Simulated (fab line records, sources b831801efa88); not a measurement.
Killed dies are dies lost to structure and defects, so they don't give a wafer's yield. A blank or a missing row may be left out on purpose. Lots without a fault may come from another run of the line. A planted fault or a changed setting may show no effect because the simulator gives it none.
Which tool did it? | flow gf180mcu | 12 lots, 36 wafers sampled, at 4 steps of a route of 602

WHAT THE GAUGES READ, wafer by wafer
GF_V5_THK_MEAS_25: measures by xrf. Usual: V5_W_THK 344 nm, standard deviation 4.1.
lot  | measured     | on            | V5_W_THK (nm) | flag
L399 | day 27 06:11 | film_metro-01 | 336 339 339   |
L401 | day 27 19:40 | film_metro-03 | 343 347 346   |
L402 | day 28 04:26 | film_metro-03 | 349 344 345   |
L403 | day 28 09:30 | film_metro-02 | 340 341 340   |
L404 | day 28 21:20 | film_metro-01 | 337 339 334   |
L406 | day 29 09:54 | film_metro-03 | 350 344 349   |
L407 | day 29 19:13 | film_metro-03 | 353 349 348   |
L409 | day 30 07:55 | film_metro-01 | 342 340 344   |
L410 | day 30 18:16 | film_metro-03 | 347 344 346   |
L411 | day 30 22:43 | film_metro-03 | 342 348 347   |
L414 | day 31 12:41 | film_metro-02 | 347 345 347   |
L416 | day 32 02:36 | film_metro-03 | 343 345 344   |

GF_PASSIVATION_THK_MEAS_01. Usual: PASSIVATION_CVD_00_THK 1031 nm, standard deviation 13.
lot  | measured     | on            | PASSIVATION_CVD_00_THK (nm) | flag
L399 | day 28 03:54 | film_metro-01 | 1018 1024 1033              |
L401 | day 28 17:22 | film_metro-04 | 1044 1050 1055              |
L402 | day 29 01:14 | film_metro-01 | 1039 1035 1042              |
L403 | day 29 06:23 | film_metro-02 | 1019 1029 1039              |
L404 | day 29 17:24 | film_metro-02 | 1036 1022 1047              |
L406 | day 30 05:53 | film_metro-01 | 1023 1032 1037              |
L407 | day 30 15:07 | film_metro-02 | 1016 1022 1009              |
L409 | day 31 03:26 | film_metro-02 | 1032 1020 1029              |
L410 | day 31 13:25 | film_metro-02 | 1016 1028 1036              |
L411 | day 31 17:35 | film_metro-01 | 1003 1000 1019              |
L414 | day 32 07:04 | film_metro-01 | 1007 1028 1033              |
L416 | day 32 20:02 | film_metro-01 | 1006 1007 1037              |

WHICH TOOL RAN EACH LOT (tool, then ch and the chambers of the sampled wafers, then the start)
lot  | GF_V1_CVD_02                    | GF_TOP_METAL_STRIP_17
L399 | pecvd-01 ch 0,2, day 17 02:04   | plasma_asher-03 ch 0,1, day 28 02:56
L401 | pecvd-01 ch 1,2, day 17 17:43   | plasma_asher-02 ch 0,1, day 28 16:43
L402 | pecvd-03 ch 0,1, day 18 05:29   | plasma_asher-04 ch 0,1, day 29 00:34
L403 | pecvd-02 ch 0,1,2, day 18 11:50 | plasma_asher-04 ch 0, day 29 05:44
L404 | pecvd-01 ch 0,1,2, day 19 02:26 | plasma_asher-03 ch 0,1, day 29 16:47
L406 | pecvd-01 ch 0,1, day 19 16:44   | plasma_asher-04 ch 0,1, day 30 05:17
L407 | pecvd-01 ch 0,1,2, day 20 05:15 | plasma_asher-04 ch 0,1, day 30 14:28
L409 | pecvd-02 ch 1,2, day 20 23:38   | plasma_asher-04 ch 0,1, day 31 02:50
L410 | pecvd-01 ch 1,2, day 21 10:15   | plasma_asher-02 ch 0,1, day 31 12:47
L411 | pecvd-02 ch 0,1, day 21 19:25   | plasma_asher-03 ch 0,1, day 31 16:59
L414 | pecvd-02 ch 0,1,2, day 22 12:40 | plasma_asher-03 ch 0,1, day 32 06:28
L416 | pecvd-02 ch 0,1, day 23 07:44   | plasma_asher-02 ch 0,1, day 32 19:26
- GF_V1_CVD_02: deposits SiO2 from TEOS, target thk 850 nm, time 93.3 s.
- GF_TOP_METAL_STRIP_17: strips in O2/N2.

WHAT THE TOOLS THEMSELVES READ (means of the sampled wafers that have a number; where no wafer has one, the mark that the record gives instead)
GF_V1_CVD_02. Usual: heater_power_w 670 W, standard deviation 100; rf_fwd_power_W 596.6 W, standard deviation 2.1.
lot  | tool     | heater_power_w (W) | rf_fwd_power_W (W) | flag
L399 | pecvd-01 | 641                | 598.2              |
L401 | pecvd-01 | 698                | 595.2              |
L402 | pecvd-03 | 769                | 597.8              |
L403 | pecvd-02 | 607                | 597.2              |
L404 | pecvd-01 | 660                | 597.2              |
L406 | pecvd-01 | 705                | 596.0              |
L407 | pecvd-01 | 676                | 595.4              |
L409 | pecvd-02 | 598                | 598.0              |
L410 | pecvd-01 | 766                | 597.8              |
L411 | pecvd-02 | 675                | 597.1              |
L414 | pecvd-02 | 643                | 597.6              |
L416 | pecvd-02 | 734                | 596.8              |

GF_TOP_METAL_STRIP_17. Usual: chamber_pressure_mTorr 1499.9 mTorr, standard deviation 1.3; drypump_motor_current_A 6.0 A, standard deviation 0.46; heater_power_w 309 W, standard deviation 31; n2_flow_sccm 300.0 sccm, standard deviation 0.8; oes_product_au 0.710 a.u., standard deviation 0.0045; platen_temp_c 250.05 C, standard deviation 0.18; strip_time_to_endpoint_s 12.91 s, standard deviation 0.068.
lot  | tool            | chamber_pressure_mTorr (mTorr) | drypump_motor_current_A (A) | heater_power_w (W) | n2_flow_sccm (sccm) | oes_product_au (a.u.) | platen_temp_c (C) | strip_time_to_endpoint_s (s) | flag
L399 | plasma_asher-03 | 1500.3                         | 5.6                         | 287                | 300.1               | 0.711                 | 250.28            | 12.86                        |
L401 | plasma_asher-02 | 1500.4                         | 5.9                         | 304                | 299.8               | 0.711                 | 250.15            | 12.91                        |
L402 | plasma_asher-04 | 1500.5                         | 6.6                         | 317                | 299.2               | 0.714                 | 250.06            | 12.85                        |
L403 | plasma_asher-04 | 1501.0                         | 6.6                         | 318                | 300.0               | 0.709                 | 249.96            | 12.88                        |
L404 | plasma_asher-03 | 1499.4                         | 5.7                         | 310                | 300.5               | 0.710                 | 250.18            | 12.82                        |
L406 | plasma_asher-04 | 1499.6                         | 6.6                         | 321                | 299.7               | 0.709                 | 250.02            | 12.94                        |
L407 | plasma_asher-04 | 1500.0                         | 6.6                         | 320                | 300.2               | 0.710                 | 250.01            | 12.81                        |
L409 | plasma_asher-04 | 1499.7                         | 6.6                         | 323                | 300.5               | 0.712                 | 250.08            | 13.02                        |
L410 | plasma_asher-02 | 1500.7                         | 5.9                         | 298                | 300.4               | 0.714                 | 250.12            | 13.04                        |
L411 | plasma_asher-03 | 1499.0                         | 5.7                         | 308                | 299.9               | 0.709                 | 250.02            | 12.96                        |
L414 | plasma_asher-03 | 1500.2                         | 5.6                         | 285                | 299.1               | 0.711                 | 250.10            | 12.96                        |
L416 | plasma_asher-02 | 1500.4                         | 5.9                         | 302                | 300.7               | 0.705                 | 250.06            | 12.92                        |

THE ANSWER, worked out from the rows above alone
Rule: a lot is off if the mean of its wafers that have a number lies more than 3 standard deviations from the usual mean. A lot without any number at a reading at which 4 lots or more have one is off too. The other lots that the step has rows for count as sound. The gauges are gone through in route order, then the tools' own readings, and for those a lot's mean is taken as printed above. The first step at which some lot is off is used, and at that step the reading that is off furthest; a lot without a number counts as furthest.
No lot is off at any reading shown: from this, nothing can be told.

WHAT THE SIMULATOR HAD PUT IN
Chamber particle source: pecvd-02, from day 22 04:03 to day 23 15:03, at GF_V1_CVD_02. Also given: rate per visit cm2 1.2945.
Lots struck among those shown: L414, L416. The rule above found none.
